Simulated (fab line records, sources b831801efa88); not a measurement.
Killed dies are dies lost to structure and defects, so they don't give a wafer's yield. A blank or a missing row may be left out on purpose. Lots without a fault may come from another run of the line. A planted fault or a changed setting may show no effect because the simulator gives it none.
Chamber matching | flow gf180mcu | GF_PASSIVATION_ETCH_11 on rie_diel-04: 4 sister chambers
The step etches the open film in CF4/O2, stops on TiN, target depth 1800 nm, time 400 s. 18 wafers are shown with their chamber, then 9 later ones without.

WAFERS WITH THEIR CHAMBER
wafer  | chamber | drypump_motor_current_A (A) | throttle_valve_pct (%) | oes_product_au (a.u.)
L758.3 | 2       | 5.9                         | 5.935                  | 0.959
L758.5 | 2       | 5.9                         | 5.950                  | 0.955
L758.6 | 3       | 6.0                         | 5.953                  | 0.971
L760.2 | 3       | 6.0                         | 5.966                  | 0.958
L760.4 | 0       | 6.0                         | 5.969                  | 0.965
L760.5 | 3       | 6.0                         | 5.954                  | 0.970
L762.2 | 0       | 6.0                         | 5.944                  | 0.963
L762.3 | 3       | 6.0                         | 5.943                  | 0.967
L762.4 | 2       | 5.9                         | 5.964                  | 0.967
L765.1 | 0       | 6.0                         | 5.974                  | 0.963
L765.2 | 1       | 5.5                         | 5.953                  | 0.957
L765.4 | 2       | 5.9                         | 5.961                  | 0.986
L768.1 | 0       | 6.0                         | 5.959                  | 0.958
L768.2 | 3       | 6.0                         | 5.950                  | 0.959
L768.3 | 1       | 5.6                         | 5.968                  | 0.962
L770.4 | 2       | 5.9                         | 5.943                  | 0.974
L770.5 | 1       | 5.5                         | 5.984                  | 0.974
L770.6 | 2       | 5.9                         | 5.964                  | 0.987

SIGNATURES (means of the wafers above)
reading                 | chamber 0 | chamber 1 | chamber 2 | chamber 3 | scatter within a chamber
drypump_motor_current_A | 6.000     | 5.533     | 5.900     | 6.000     | 0.0218
throttle_valve_pct      | 5.96150   | 5.96833   | 5.95283   | 5.95320   | 0.012
oes_product_au          | 0.96225   | 0.96433   | 0.97133   | 0.96500   | 0.00939
Rule: a wafer's distance from a chamber is the root of the sum, over the readings, of the square of ((its reading less the chamber's mean) divided by the reading's scatter). The wafer belongs to the nearest chamber; if the next one is less than 2 further off, it can't be placed. The scatter: the root of (the sum of the squares of (reading less its chamber's mean) over the shown wafers, divided by (wafers less chambers)).

WAFERS WITHOUT THEIR CHAMBER
wafer  | drypump_motor_current_A (A) | throttle_valve_pct (%) | oes_product_au (a.u.)
L771.1 | 6.1                         | 5.957                  | 0.959
L771.5 | 5.5                         | 5.972                  | 0.966
L771.6 | 6.0                         | 5.954                  | 0.960
L780.1 | 6.0                         | 5.960                  | 0.968
L780.2 | 5.5                         | 5.972                  | 0.971
L780.5 | 6.0                         | 5.966                  | 0.972
L781.1 | 6.0                         | 5.957                  | 0.961
L781.2 | 6.0                         | 5.977                  | 0.955
L781.4 | 5.5                         | 5.962                  | 0.964

WHICH CHAMBER EACH WENT THROUGH
wafer  | from the rows above     | in truth
L771.1 | can't be placed: 0 or 3 | 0
L771.5 | 1                       | 1
L771.6 | can't be placed: 3 or 0 | 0
L780.1 | can't be placed: 0 or 3 | 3
L780.2 | 1                       | 1
L780.5 | can't be placed: 0 or 3 | 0
L781.1 | can't be placed: 0 or 3 | 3
L781.2 | can't be placed: 0 or 3 | 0
L781.4 | 1                       | 1
Placed correctly: 3 of 9. Can't be placed from these rows: 6 (the true chamber is among the candidates in 6). Placed wrongly: 0.
